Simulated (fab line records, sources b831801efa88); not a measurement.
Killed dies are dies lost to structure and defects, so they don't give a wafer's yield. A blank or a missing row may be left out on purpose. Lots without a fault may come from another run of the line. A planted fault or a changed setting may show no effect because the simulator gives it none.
fab line records | flow sky130
record lots=5 wafers=15 last_day=50
route steps=708 shown VIA2@527 METAL3@532 CAPM@537 PAD_OPEN@708
lots that met no fault: from a run of the same line without faults
start_h: hours from the record's first day to the start of the lot's first wafer shown | wait_h: hours since the lot's step before | " the same as in the row above | L1.1+2: a row that stands for several wafers | - no value, or no start given | * or withheld: withheld | < > ~ a bound
route shown NAME@n: a module of which the file shows steps, and the number in the route of the first | usual: mean/standard deviation of fault-free wafers | same: alike in all rows | chamber/n: place in a boat | sites: the reading at each site | _std_site: their standard deviation | _edge_site: outer sites' mean less inner sites' | radius_mm: how far each site lies from the wafer's centre | mask NAME#n: copy n | behind: the tool/chamber that last shaped the wafer | hold: why the lot was held/for how many hours/how that ended | device: the transistor (n, p or np) that didn't switch | end of line: the same wafers' tests at the end of the route | a step without rows: its recipe alone | killed: dies lost to structure and defects at the first sort, not the wafer's yield | map: a wafer's dies, x killed, . not, _ none there
set.NAME: the setting as run; set.NAME@STEP: as run at that earlier step | model.NAME: the simulator's own value behind a step, which no gauge read
lots at some steps of the route; a table a step, a row a wafer
services: from which hour (start_h, from the record's first day; less than 0 if before it) a tool's chamber was out of use, for how many hours, and why
## steps
# step SKY_VIA2_SPUTTER_20
# recipe material=TiN target_thk_nm=20 chamber_pressure_pa=5 power_w=4000 time_s=80
# step SKY_VIA2_CVD_21
# recipe material=W target_thk_nm=420 time_s=126.4 temp_c=400 pressure_torr=40
# usual heater_power_w=839/110
# columns lot.wafer tool chamber start_h wait_h heater_power_w
L704.3 cvd_w-02 1 869.14 0.1 910
L704.5 " 1 " " 929
L704.6 " 0 " " 939
L710.2 cvd_w-02 0 898.14 0.0 931
L710.4 " 1 " " 944
L710.6 " 1 " " 934
L716.1 cvd_w-02 0 932.16 0.0 932
L716.2 " 1 " " 943
L716.5 " 1 " " 928
L724.2 cvd_w-01 0 1007.70 0.0 751
L724.3 " 0 " " 771
L724.5 " 0 " " 762
L726.1 cvd_w-02 0 1008.41 0.0 919
L726.2 " 0 " " 937
L726.4 " 0 " " 970
# step SKY_VIA2_RS_MEAS_22
# recipe thk_meas_gauge=four-point-probe reads=W_of_VIA2_CVD_21+TiN_of_VIA2_SPUTTER_20
# usual VIA2_W_RS=0.2735/0.0022
# columns lot.wafer tool chamber start_h wait_h VIA2_W_RS[ohm/sq]
L704.3 film_metro-04 - 869.27 0.1 0.2706
L704.5 " - " " 0.2717
L704.6 " - " " 0.2707
L710.2 film_metro-04 - 898.29 0.1 0.2740
L710.4 " - " " 0.2719
L710.6 " - " " 0.2699
L716.1 film_metro-04 - 932.29 0.1 0.2755
L716.2 " - " " 0.2739
L716.5 " - " " 0.2746
L724.2 film_metro-02 - 1007.85 0.1 0.2752
L724.3 " - " " 0.2764
L724.5 " - " " 0.2751
L726.1 film_metro-01 - 1008.67 0.2 0.2697
L726.2 " - " " 0.2755
L726.4 " - " " 0.2714
# step SKY_VIA2_THK_MEAS_23
# recipe thk_meas_gauge=xrf reads=W_of_VIA2_CVD_21
# usual VIA2_W_THK=446/9.3
# columns lot.wafer tool chamber start_h wait_h VIA2_W_THK[nm]
L704.3 film_metro-04 - 869.37 0.1 460
L704.5 " - " " 455
L704.6 " - " " 459
L710.2 film_metro-04 - 898.40 0.1 455
L710.4 " - " " 452
L710.6 " - " " 458
L716.1 film_metro-04 - 932.41 0.1 448
L716.2 " - " " 450
L716.5 " - " " 450
L724.2 film_metro-02 - 1007.96 0.1 437
L724.3 " - " " 432
L724.5 " - " " 438
L726.1 film_metro-01 - 1008.79 0.1 458
L726.2 " - " " 446
L726.4 " - " " 453
# step SKY_VIA2_CMP_24
# recipe stop_on=SiO2 t_overpolish_s=20 down_force_psi=3.5 platen_rpm=60 target_thk_nm=0 pad_velocity_m_s=0.94248
# usual motor_current_A=11.1/0.76 overpolish_run_s=20.001/0.008 time_to_endpoint_s=101/3.5
# columns lot.wafer tool chamber start_h wait_h motor_current_A overpolish_run_s time_to_endpoint_s
L704.3 cmp-02 3 869.56 0.2 11.5 20.002 106
L704.6 " 0 " " 11.1 20.003 103
L704.5 " 1 " " 10.4 19.988 105
L710.2 cmp-02 1 898.45 0.0 10.9 19.999 99
L710.4 " 2 " " 12.6 19.998 101
L710.6 " 2 " " 11.9 20.004 103
L716.2 cmp-01 0 932.52 0.1 10.0 20.002 98
L716.1 " 1 " " 12.1 20.004 98
L716.5 " 0 " " 10.9 19.999 100
L724.2 cmp-01 2 1008.17 0.2 10.2 20.002 103
L724.3 " 1 " " 11.7 19.998 99
L724.5 " 3 " " 11.3 20.016 95
L726.4 cmp-02 2 1008.85 0.0 12.3 20.018 105
L726.1 " 3 " " 11.2 20.011 106
L726.2 " 0 " " 11.2 20.008 100
# step SKY_METAL3_SPUTTER_00
# recipe material=Ti target_thk_nm=15 power_w=3000 time_s=10 chamber_pressure_pa=0.4
# usual cathode_dc_power_W=3000.0/0.51 throttle_valve_pct=30.0/1.1
# columns lot.wafer tool chamber start_h wait_h cathode_dc_power_W throttle_valve_pct
L704.3 pvd_sputter-04 - 869.71 0.1 3000.0 31.1
L704.5 " - " " 2999.6 29.5
L704.6 " - " " 3000.2 30.6
L710.2 pvd_sputter-02 - 898.75 0.2 2999.6 29.0
L710.4 " - " " 2999.7 28.9
L710.6 " - " " 3000.0 28.9
L716.1 pvd_sputter-04 - 932.77 0.1 2999.8 30.8
L716.2 " - " " 3000.3 29.3
L716.5 " - " " 3000.2 30.8
L724.2 pvd_sputter-02 - 1008.47 0.2 3000.3 28.9
L724.3 " - " " 2999.7 28.9
L724.5 " - " " 2999.5 28.7
L726.1 pvd_sputter-03 - 1009.15 0.2 2999.4 30.8
L726.2 " - " " 2999.6 29.2
L726.4 " - " " 2999.5 28.5
# step SKY_METAL3_SPUTTER_01
# recipe material=TiN target_thk_nm=20 power_w=6500 time_s=16.7 chamber_pressure_pa=0.4
# step SKY_METAL3_SPUTTER_02
# recipe material=AlCu target_thk_nm=735 power_w=10600 time_s=39.1 chamber_pressure_pa=0.4
# step SKY_METAL3_SPUTTER_03
# recipe material=Ti target_thk_nm=5 power_w=3000 time_s=3.3 chamber_pressure_pa=0.4
# step SKY_METAL3_SPUTTER_04
# recipe material=TiN target_thk_nm=70 power_w=6500 time_s=58.3 chamber_pressure_pa=0.4
# step SKY_CAPM_CVD_00
# recipe material=SiO2 target_thk_nm=15.5 temp_c=400 time_s=withheld rf_w=450
# usual heater_power_w=800/110
# columns lot.wafer tool chamber start_h wait_h heater_power_w
L704.3 pecvd-03 1 869.86 0.0 872
L704.5 " 1 " " 873
L704.6 " 0 " " 554
L710.2 pecvd-03 0 898.90 0.0 665
L710.4 " 2 " " 976
L710.6 " 1 " " 933
L716.1 pecvd-04 2 932.92 0.0 760
L716.2 " 1 " " 814
L716.5 " 1 " " 786
L724.2 pecvd-03 0 1008.64 0.0 661
L724.3 " 0 " " 664
L724.5 " 2 " " 903
L726.1 pecvd-04 0 1009.31 0.0 754
L726.2 " 1 " " 733
L726.4 " 0 " " 768
# step SKY_CAPM_THK_MEAS_01
# recipe reads=SiO2_of_CAPM_CVD_00
# usual CAPM_CVD_00_THK=15.53/0.23
# columns lot.wafer tool chamber start_h wait_h CAPM_CVD_00_THK[nm]
L704.3 film_metro-03 - 869.91 - 14.94
L704.5 " - " " 15.42
L704.6 " - " " 15.37
L710.2 film_metro-03 - 898.93 - 15.22
L710.4 " - " " 15.51
L710.6 " - " " 15.32
L716.1 film_metro-04 - 932.95 - 15.59
L716.2 " - " " 15.38
L716.5 " - " " 15.67
L724.2 film_metro-02 - 1008.69 - 15.10
L724.3 " - " " 15.63
L724.5 " - " " 15.41
L726.1 film_metro-03 - 1009.33 - 15.22
L726.2 " - " " 15.38
L726.4 " - " " 15.48
# step SKY_CAPM_SPUTTER_02
# recipe material=TiN target_thk_nm=200 temp_c=300 power_w=6500 time_s=166.7 chamber_pressure_pa=0.4
# usual cathode_dc_power_W=6500.3/1.1 throttle_valve_pct=30.2/1
# columns lot.wafer tool chamber start_h wait_h cathode_dc_power_W throttle_valve_pct model.TiN_of_CAPM_SPUTTER_02.thk_nm
L704.3 pvd_sputter-02 - 869.95 0.0 6500.9 29.0 198.5
L704.5 " - " " 6501.7 28.8 197.9
L704.6 " - " " 6500.6 29.5 201.3
L710.2 pvd_sputter-01 - 898.98 0.0 6500.1 31.3 201.7
L710.4 " - " " 6501.0 29.1 203.5
L710.6 " - " " 6500.1 31.2 202.9
L716.1 pvd_sputter-01 - 933.01 0.1 7308.2 29.1 228.4
L716.2 " - " " 6498.7 31.6 203.8
L716.5 " - " " 6500.5 28.8 204.3
L724.2 pvd_sputter-04 - 1008.74 0.0 6500.5 30.8 200.7
L724.3 " - " " 6500.2 31.1 200.4
L724.5 " - " " 6497.4 30.9 199.1
L726.1 pvd_sputter-02 - 1009.39 0.1 6501.5 31.7 201.4
L726.2 " - " " 6499.9 28.9 202.5
L726.4 " - " " 6500.9 28.7 199.6
# step SKY_CAPM_RS_MEAS_03
# recipe thk_meas_gauge=four-point-probe reads=TiN_of_CAPM_SPUTTER_02
# usual CAPM_TIN_RS=6.89/0.062
# columns lot.wafer tool chamber start_h wait_h CAPM_TIN_RS[ohm/sq]
L704.3 film_metro-02 - 870.09 0.1 6.96
L704.5 " - " " 6.98
L704.6 " - " " 6.88
L710.2 film_metro-03 - 899.11 0.1 6.87
L710.4 " - " " 6.80
L710.6 " - " " 6.81
L716.1 film_metro-02 - 933.12 0.1 6.03
L716.2 " - " " 6.80
L716.5 " - " " 6.77
L724.2 film_metro-02 - 1008.86 0.1 6.90
L724.3 " - " " 6.91
L724.5 " - " " 6.95
L726.1 film_metro-03 - 1009.51 0.1 6.86
L726.2 " - " " 6.82
L726.4 " - " " 6.92
# step SKY_CAPM_THK_MEAS_04
# recipe thk_meas_gauge=xrf reads=TiN_of_CAPM_SPUTTER_02
# usual CAPM_TIN_THK=200.6/2.5
# columns lot.wafer tool chamber start_h wait_h CAPM_TIN_THK[nm]
L704.3 film_metro-02 - 870.19 0.1 200.3
L704.5 " - " " 199.1
L704.6 " - " " 203.5
L710.2 film_metro-03 - 899.22 0.1 199.8
L710.4 " - " " 202.2
L710.6 " - " " 200.5
L716.1 film_metro-02 - 933.24 0.1 230.6
L716.2 " - " " 205.4
L716.5 " - " " 206.1
L724.2 film_metro-02 - 1008.97 0.1 201.3
L724.3 " - " " 200.7
L724.5 " - " " 200.2
L726.1 film_metro-03 - 1009.63 0.1 200.5
L726.2 " - " " 200.7
L726.4 " - " " 197.5
# step SKY_CAPM_DEHYDRATE_05
# recipe temp_c=200 time_s=60
# step SKY_CAPM_HMDS_06
# recipe prime_time_s=60 prime_temp_c=120
# step SKY_CAPM_COAT_07
# recipe resist=NOVOLAK spin_rpm=3000 resist_thk_nm=1140
# step SKY_CAPM_SOFTBAKE_08
# recipe temp_c=90 time_s=60 resist=NOVOLAK
# step SKY_CAPM_EXPOSE_09
# recipe mask_id=CAPM na=0.6 source_shape=conventional sigma_outer=0.6 polarization=unpolarized target_cd_nm=1000 dose_mj=159
# step SKY_CAPM_PEB_10
# recipe temp_c=withheld time_s=* resist=NOVOLAK
# step SKY_CAPM_DEVELOP_11
# recipe resist=NOVOLAK developer=TMAH develop_time_s=60 dev_temp_c=23
# step SKY_CAPM_OVL_MEAS_12
# usual CAPM_OVL=1.2/1.3
# columns lot.wafer tool chamber start_h wait_h CAPM_OVL[nm]
L704.3 overlay-01 - 895.29 0.1 2.2
L704.5 " - " " 1.8
L704.6 " - " " 1.6
L710.2 overlay-02 - 923.44 0.1 0.6
L710.4 " - " " -0.7
L710.6 " - " " 0.3
L716.1 overlay-02 - 956.58 0.1 2.1
L716.2 " - " " 3.2
L716.5 " - " " 4.8
L724.2 overlay-01 - 1031.74 0.1 2.6
L724.3 " - " " 4.1
L724.5 " - " " 2.6
L726.1 overlay-02 - 1032.33 0.1 -0.5
L726.2 " - " " 1.6
L726.4 " - " " 0.2
# step SKY_CAPM_METAL_ETCH_13
# recipe target_depth_nm=220 stop_on=SiO2 chemistry=Cl2/BCl3 target=TiN pressure_mtorr=10 icp_w=900 bias_w=48.5 Cl2_flow_sccm=60 bcl3_flow_sccm=30 time_s=62.9
# usual bcl3_flow_sccm=29.98/0.098 drypump_motor_current_A=5.62/0.2 oes_product_au=0.943/0.0063 throttle_valve_pct=21.900/0.009
# columns lot.wafer tool chamber start_h wait_h bcl3_flow_sccm drypump_motor_current_A oes_product_au rf_hours_counter_h throttle_valve_pct
L704.3 rie_metal-01 0 895.34 0.0 29.99 5.20 0.943 - 21.899
L704.5 " 1 " " 29.87 5.78 0.939 - 21.913
L704.6 " 0 " " 29.90 5.18 0.937 - 21.904
L710.2 rie_metal-02 0 923.47 0.0 30.03 5.78 0.944 17 21.878
L710.4 " 0 " " 30.07 5.81 0.950 - 21.879
L710.6 " 0 " " 30.03 5.81 0.947 - 21.896
L716.1 rie_metal-01 0 956.62 0.0 30.00 5.19 0.996 15 21.869
L716.2 " 1 " " 30.04 5.78 0.946 11 21.889
L716.5 " 1 " " 29.85 5.79 0.952 - 21.908
L724.2 rie_metal-02 1 1031.77 0.0 30.09 5.64 0.941 15 21.909
L724.3 " 1 " " 30.22 5.63 0.946 - 21.891
L724.5 " 1 " " 29.99 5.65 0.932 - 21.918
L726.1 rie_metal-01 1 1032.36 0.0 30.15 5.77 0.946 15 21.899
L726.2 " 0 " " 30.07 5.21 0.956 18 21.895
L726.4 " 0 " " 30.15 5.20 0.933 - 21.906
# step SKY_CAPM_STRIP_14
# recipe chemistry=O2/N2 power_w=1400 pressure_mtorr=1500 platen_temp_c=withheld o2_flow_sccm=3000 n2_flow_sccm=300 overash_fraction=0.5
# step SKY_CAPM_STRIP_15
# recipe chemistry=post_etch_residue_remover time_s=1200 temp_c=72.5
# step SKY_CAPM_CLEAN_16
# recipe chemistry=IPA time_s=180 temp_c=25
# step SKY_CAPM_CLEAN_17
# recipe chemistry=O3/DIW dry=n2_spin
# step SKY_METAL3_DEHYDRATE_05
# recipe temp_c=200 time_s=60
# step SKY_METAL3_HMDS_06
# recipe prime_time_s=60 prime_temp_c=120
# step SKY_METAL3_COAT_07
# recipe resist=BARC temp_c=withheld time_s=withheld spin_rpm=3000 resist_thk_nm=60
# step SKY_METAL3_COAT_08
# recipe resist=KrF-thick spin_rpm=3000 resist_thk_nm=1140
# step SKY_METAL3_SOFTBAKE_09
# recipe temp_c=100 time_s=90 resist=KrF-thick
# step SKY_METAL3_EXPOSE_10
# recipe mask_id=MM3 na=0.68 source_shape=annular sigma_inner=0.4 sigma_outer=0.8 target_cd_nm=300 dose_mj=28
# step SKY_METAL3_PEB_11
# recipe peb_temp_c=withheld peb_time_s=withheld resist=KrF-thick
# step SKY_METAL3_DEVELOP_12
# recipe develop_time_s=60 resist=KrF-thick dev_temp_c=21
# step SKY_METAL3_CD_MEAS_13
# recipe target_cd_nm=300
# usual cd_nm=300.2/1.6
# columns lot.wafer tool chamber start_h wait_h cd_nm
L704.3 cd_sem-02 - 920.18 - 300.7
L704.5 " - " " 299.7
L704.6 " - " " 299.9
L710.2 cd_sem-01 - 948.31 - 299.0
L710.4 " - " " 298.1
L710.6 " - " " 299.4
L716.1 cd_sem-02 - 981.09 - 298.7
L716.2 " - " " 299.9
L716.5 " - " " 299.7
L724.2 cd_sem-02 - 1054.41 - 301.5
L724.3 " - " " 300.5
L724.5 " - " " 301.1
L726.1 cd_sem-02 - 1054.68 - 298.2
L726.2 " - " " 298.4
L726.4 " - " " 297.1
# step SKY_METAL3_OVL_MEAS_14
# usual METAL3_OVL=-2/5.3
# columns lot.wafer tool chamber start_h wait_h METAL3_OVL[nm]
L704.3 overlay-02 - 920.27 0.1 0
L704.5 " - " " -5
L704.6 " - " " 3
L710.2 overlay-01 - 948.41 0.1 -4
L710.4 " - " " -8
L710.6 " - " " -6
L716.1 overlay-01 - 981.21 0.1 -9
L716.2 " - " " -10
L716.5 " - " " -9
L724.2 overlay-02 - 1054.52 0.1 10
L724.3 " - " " -1
L724.5 " - " " 6
L726.1 overlay-02 - 1054.80 0.1 -6
L726.2 " - " " -6
L726.4 " - " " -3
# step SKY_METAL3_DESCUM_15
# recipe chemistry=O2 source_power_w=150 bias_power_w=0 pressure_mtorr=10 temp_c=40 time_s=8
# step SKY_METAL3_ETCH_16
# recipe chemistry=N2/H2 target=BARC ion_energy_ev=200 bias_w=100 pressure_mtorr=30 n2_flow_sccm=100 h2_flow_sccm=200 icp_w=500 stop_on=SiO2 time_s=88.2 target_depth_a=600
# usual drypump_motor_current_A=5.59/0.2 oes_product_au=0.626/0.0042 throttle_valve_pct=13.205/0.0095
# columns lot.wafer tool chamber start_h wait_h drypump_motor_current_A oes_product_au rf_hours_counter_h throttle_valve_pct
L704.3 rie_metal-03 1 920.36 0.0 5.70 0.629 - 13.197
L704.5 " 0 " " 5.65 0.624 - 13.209
L704.6 " 1 " " 5.75 0.622 - 13.215
L710.2 rie_metal-03 1 948.48 0.0 5.76 0.630 12 13.214
L710.4 " 1 " " 5.71 0.626 - 13.200
L710.6 " 1 " " 5.75 0.620 - 13.195
L716.1 rie_metal-01 0 981.28 0.0 5.20 0.626 16 13.190
L716.2 " 1 " " 5.80 0.622 12 13.201
L716.5 " 1 " " 5.79 0.626 - 13.207
L724.2 rie_metal-04 1 1054.58 0.0 5.50 0.632 9 13.203
L724.3 " 0 " " 5.63 0.623 - 13.203
L724.5 " 0 " " 5.63 0.625 - 13.201
L726.1 rie_metal-01 0 1054.86 0.0 5.21 0.622 19 13.200
L726.2 " 1 " " 5.78 0.625 16 13.209
L726.4 " 1 " " 5.79 0.627 - 13.209
# step SKY_METAL3_ETCH_17
# recipe target=SiO2 stop_on=TiN chemistry=C4F8/O2/Ar source_w=1500 bias_w=1200 pressure_mtorr=40 c4f8_flow_sccm=withheld O2_flow_sccm=6 Ar_flow_sccm=300 time_s=3.9 target_depth_a=150
# step SKY_METAL3_METAL_ETCH_18
# recipe target_depth_a=8450 stop_on=SiO2 over_etch_frac=0.3 time_s=183.1 chemistry=Cl2/BCl3 resist_sidewall_deg=88 pressure_mtorr=10 icp_w=900 bias_w=48.5 Cl2_flow_sccm=60 bcl3_flow_sccm=30
# step SKY_METAL3_STRIP_20
# recipe chemistry=post_etch_residue_remover time_s=1200 temp_c=72.5
# columns lot.wafer tool chamber start_h wait_h model.TiN_of_CAPM_SPUTTER_02.thk_nm
L704.3 wet_bench-02 0 920.90 0.0 197.7
L704.5 " 0 " " 197.1
L704.6 " 0 " " 200.5
L710.2 wet_bench-02 0 948.87 0.1 200.9
L710.4 " 0 " " 202.6
L710.6 " 0 " " 202
L716.1 wet_bench-02 1 981.67 0.1 227.5
L716.2 " 1 " " 202.9
L716.5 " 1 " " 203.5
L724.2 wet_bench-02 3 1054.97 0.1 199.9
L724.3 " 3 " " 199.6
L724.5 " 3 " " 198.3
L726.1 wet_bench-04 2 1055.26 0.1 200.5
L726.2 " 2 " " 201.7
L726.4 " 2 " " 198.7
# step SKY_PAD_OPEN_PROBE_99
# usual defect_limited_yield=82.5/1.9 killed_at_M0_to_M3=44/7.2 killed_at_M4_up=3.1/1.7 killed_at_contacts=25/5.1 killed_at_front_end=14/4.6 killed_at_other=0.3/0.59 killed_dies=86/9.6 killed_open=47/7.4 killed_short=39/6
# same gross_dies=492 killed_at_back_side=0
# columns lot.wafer tool chamber start_h wait_h defect_limited_yield[%] killed_at_M0_to_M3 killed_at_M4_up killed_at_contacts killed_at_front_end killed_at_other killed_dies killed_open killed_short model.etest.met3.line_ohm_um model.etest.via3_chain.rc_ohm model.etest.tester.sort_n_pass model.etest.met3.rs_ohm_sq model.etest.tester.sort_bin_4_pct model.etest.tester.sort_yield_pct model.etest.met3.rs_ohm_sq_rim_less_centre model.etest.cap_mim.short
L704.3 prober-02 - 1088.47 0.2 81.5 56 4 21 10 0 91 51 40 0.1414 9.688 401 0.04318 0 81.5 0.0006118 0
L704.5 prober-02 - 1088.57 0.2 80.5 47 3 32 14 0 96 49 47 0.1439 10.28 396 0.04304 0 80.49 0.0001172 0
L704.6 prober-02 - 1088.62 0.2 82.7 47 4 22 12 0 85 46 39 0.141 9.804 407 0.04264 0 82.72 0.000589 0
L710.2 prober-01 - 1112.65 0.1 80.9 54 3 24 13 0 94 45 49 0.1426 9.243 398 0.04215 0 80.89 0.0003061 0
L710.4 prober-01 - 1112.75 0.2 85.8 25 4 23 18 0 70 35 35 0.1428 9.981 422 0.0425 0 85.77 -0.001038 0
L710.6 prober-01 - 1112.85 0.2 83.5 44 1 24 12 0 81 45 36 0.1414 9.65 411 0.0426 0 83.54 -0.0002456 0
L716.1 prober-01 - 1140.17 0.1 80.9 46 3 28 17 0 94 50 44 554.7 417.5 0 166.7 80.89 0 -78.23 1
L716.2 prober-01 - 1140.22 0.1 82.3 43 4 29 11 0 87 38 49 0.1429 9.809 405 0.04225 0 82.32 -0.0001095 0
L716.5 prober-01 - 1140.37 0.2 79.7 51 5 27 16 1 100 57 43 0.1442 9.6 392 0.04258 0 79.67 -0.0005293 0
L724.2 prober-01 - 1194.20 0.1 81.9 50 2 22 15 0 89 54 35 0.1417 9.755 403 0.04274 0 81.91 -0.0003636 0
L724.3 prober-01 - 1194.25 0.2 79.9 59 1 30 8 1 99 62 37 0.1426 9.256 393 0.04276 0 79.88 -0.0004933 0
L724.5 prober-01 - 1194.35 0.2 83.5 40 2 25 14 0 81 42 39 0.1424 9.824 411 0.04235 0 83.54 -0.0001207 0
L726.1 prober-02 - 1195.45 0.1 80.3 42 4 34 16 1 97 51 46 0.1417 9.763 395 0.04239 0 80.28 0.001138 0
L726.2 prober-02 - 1195.50 0.1 84.3 38 5 19 15 0 77 37 40 0.1454 9.494 415 0.04261 0 84.35 0.0003479 0
L726.4 prober-02 - 1195.60 0.2 83.1 39 4 21 19 0 83 42 41 0.1469 9.776 409 0.04245 0 83.13 -4.568e-05 0
# killed by level:class
L704.3 VIA1:geometric_particle:open=15 VIA2:geometric_particle:open=9 CONTACT:geometric_particle:open=8 METAL1:geometric_particle:short=8 METAL2:geometric_particle:short=8 VIA3:geometric_particle:open=6 LI_CONTACT:geometric_particle:open=4 POLY_GATE:geometric_particle:open=3
L704.5 CONTACT:geometric_particle:open=16 VIA1:geometric_particle:open=11 CONTACT:geometric_particle:short=9 METAL1:geometric_particle:short=7 VIA3:geometric_particle:open=7 LI_CONTACT:geometric_particle:open=6 METAL2:geometric_particle:short=5 FIELD_ISO:geometric_particle:short=4
L704.6 VIA1:geometric_particle:open=14 CONTACT:geometric_particle:open=10 VIA2:geometric_particle:open=8 METAL2:geometric_particle:short=8 CONTACT:geometric_particle:short=6 FIELD_ISO:geometric_particle:open=5 LI_CONTACT:geometric_particle:open=4 METAL1:geometric_particle:short=4
L710.2 METAL1:geometric_particle:short=12 VIA3:geometric_particle:open=8 VIA1:geometric_particle:open=8 CONTACT:geometric_particle:open=7 VIA2:geometric_particle:open=6 LI_CONTACT:geometric_particle:short=5 LI_CONTACT:geometric_particle:open=5 CONTACT:geometric_particle:short=5
L710.4 CONTACT:geometric_particle:open=10 FIELD_ISO:geometric_particle:open=6 LI_CONTACT:geometric_particle:short=6 VIA1:geometric_particle:open=6 CONTACT:geometric_particle:short=5 METAL4:geometric_particle:short=4 POLY_GATE:geometric_particle:open=3 POLY_GATE:geometric_particle:short=3
L710.6 METAL2:geometric_particle:short=9 CONTACT:geometric_particle:open=9 METAL1:geometric_particle:short=9 LI_CONTACT:geometric_particle:open=8 VIA1:geometric_particle:open=6 POLY_GATE:geometric_particle:open=4 VIA2:geometric_particle:open=4 LOCAL_INTERCONNECT:geometric_particle:short=4
L716.1 VIA1:geometric_particle:open=12 LI_CONTACT:geometric_particle:open=9 CONTACT:geometric_particle:open=9 FIELD_ISO:geometric_particle:short=7 VIA3:geometric_particle:open=6 FIELD_ISO:geometric_particle:open=5 METAL2:geometric_particle:short=5 VIA2:geometric_particle:short=5
L716.2 CONTACT:geometric_particle:short=9 VIA3:geometric_particle:short=8 VIA2:geometric_particle:open=8 METAL1:geometric_particle:short=8 CONTACT:geometric_particle:open=7 LI_CONTACT:geometric_particle:open=6 VIA1:geometric_particle:open=6 FIELD_ISO:geometric_particle:open=5
L716.5 CONTACT:geometric_particle:open=13 VIA2:geometric_particle:open=9 METAL2:geometric_particle:short=9 LI_CONTACT:geometric_particle:open=8 VIA1:geometric_particle:open=7 VIA1:geometric_particle:short=5 CONTACT:geometric_particle:short=4 FIELD_ISO:geometric_particle:open=4
L724.2 VIA1:geometric_particle:open=19 LI_CONTACT:geometric_particle:open=7 POLY_GATE:geometric_particle:open=6 CONTACT:geometric_particle:open=6 VIA1:geometric_particle:short=6 VIA2:geometric_particle:open=5 LOCAL_INTERCONNECT:geometric_particle:short=4 VIA3:geometric_particle:open=4
L724.3 CONTACT:geometric_particle:open=12 VIA1:geometric_particle:open=10 VIA2:geometric_particle:open=10 LI_CONTACT:geometric_particle:open=9 VIA3:geometric_particle:open=9 METAL2:geometric_particle:short=7 VIA1:geometric_particle:short=4 VIA3:geometric_particle:short=4
L724.5 CONTACT:geometric_particle:open=9 METAL1:geometric_particle:short=7 LI_CONTACT:geometric_particle:open=6 VIA3:geometric_particle:open=6 VIA1:geometric_particle:open=6 VIA2:geometric_particle:open=6 FIELD_ISO:geometric_particle:open=5 VIA1:geometric_particle:short=5
L726.1 CONTACT:geometric_particle:open=13 LI_CONTACT:geometric_particle:open=10 METAL1:geometric_particle:short=10 LOCAL_INTERCONNECT:geometric_particle:short=7 VIA3:geometric_particle:open=6 VIA1:geometric_particle:open=5 VIA2:geometric_particle:open=5 VIA2:geometric_particle:short=4
L726.2 LI_CONTACT:geometric_particle:open=9 VIA2:geometric_particle:open=8 VIA3:geometric_particle:short=7 POLY_GATE:geometric_particle:short=5 METAL2:geometric_particle:short=5 POLY_GATE:geometric_particle:open=4 CONTACT:geometric_particle:open=4 METAL1:geometric_particle:short=4
L726.4 LI_CONTACT:geometric_particle:open=11 METAL1:geometric_particle:short=8 VIA1:geometric_particle:open=8 POLY_GATE:geometric_particle:short=7 VIA1:geometric_particle:short=7 VIA2:geometric_particle:open=6 FIELD_ISO:geometric_particle:open=5 METAL4:geometric_particle:short=4
## services
# columns tool chamber start_h hours kind
cvd_w-02 0 846.37 2.7 repair
pvd_sputter-01 - 850.88 5.4 repair
cmp-02 - 852.74 4.4 repair
cvd_w-02 - 866.91 0.3 repair
rie_metal-03 - 886.91 5.7 repair
pvd_sputter-02 - 911.20 1.0 repair
cmp-02 - 912.04 4.0 pm
cvd_w-02 - 918.00 2.8 pm
cmp-01 - 922.99 6.4 pm
rie_metal-03 1 926.56 4.8 repair
cvd_w-02 - 939.76 1.5 repair
pecvd-04 - 945.67 28.1 pm
cmp-02 - 948.74 3.8 repair
rie_metal-02 - 950.38 5.2 repair
pecvd-03 - 956.38 0.7 repair
pvd_sputter-04 - 982.18 7.5 repair
pecvd-03 0 1000.01 1.8 repair
cvd_w-02 0 1001.23 4.4 repair
cvd_w-02 1 1006.78 12.1 repair
cmp-02 - 1006.80 1.9 repair
cmp-02 - 1026.53 3.7 pm
pvd_sputter-04 - 1030.24 6.7 repair
pecvd-03 - 1049.94 0.3 repair
cmp-02 - 1055.07 1.7 repair
## key
first_sign step=SKY_CAPM_SPUTTER_02 reading=cathode_dc_power_W direction=up sigmas=99+ usual=6500.3 struck=7308.2
effect step=SKY_CAPM_RS_MEAS_03 reading=CAPM_TIN_RS direction=down sigmas=14 usual=6.89 struck=6.03
effect step=SKY_CAPM_THK_MEAS_04 reading=CAPM_TIN_THK direction=up sigmas=12 usual=200.6 struck=230.6
effect step=SKY_CAPM_METAL_ETCH_13 reading=oes_product_au direction=up sigmas=8.6 usual=0.943 struck=0.996
model_effect step=SKY_CAPM_SPUTTER_02 value=TiN_of_CAPM_SPUTTER_02.thk_nm without=203.5 struck=228.4
model_effect step=SKY_METAL3_STRIP_20 value=TiN_of_CAPM_SPUTTER_02.thk_nm without=202.7 struck=227.5
model_effect step=SKY_PAD_OPEN_PROBE_99 value=etest.met3.line_ohm_um without=0.1417 struck=554.7
met_at SKY_CAPM_SPUTTER_02
struck_wafers L716.1
fault kind=process_parameter_drift tool=pvd_sputter-01 chamber=- onset_h=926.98 steps=SKY_CAPM_SPUTTER_02 channel=power_w offset=* shape=step end_h=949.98 acts_in=* stated=* scope=struck_wafers_only
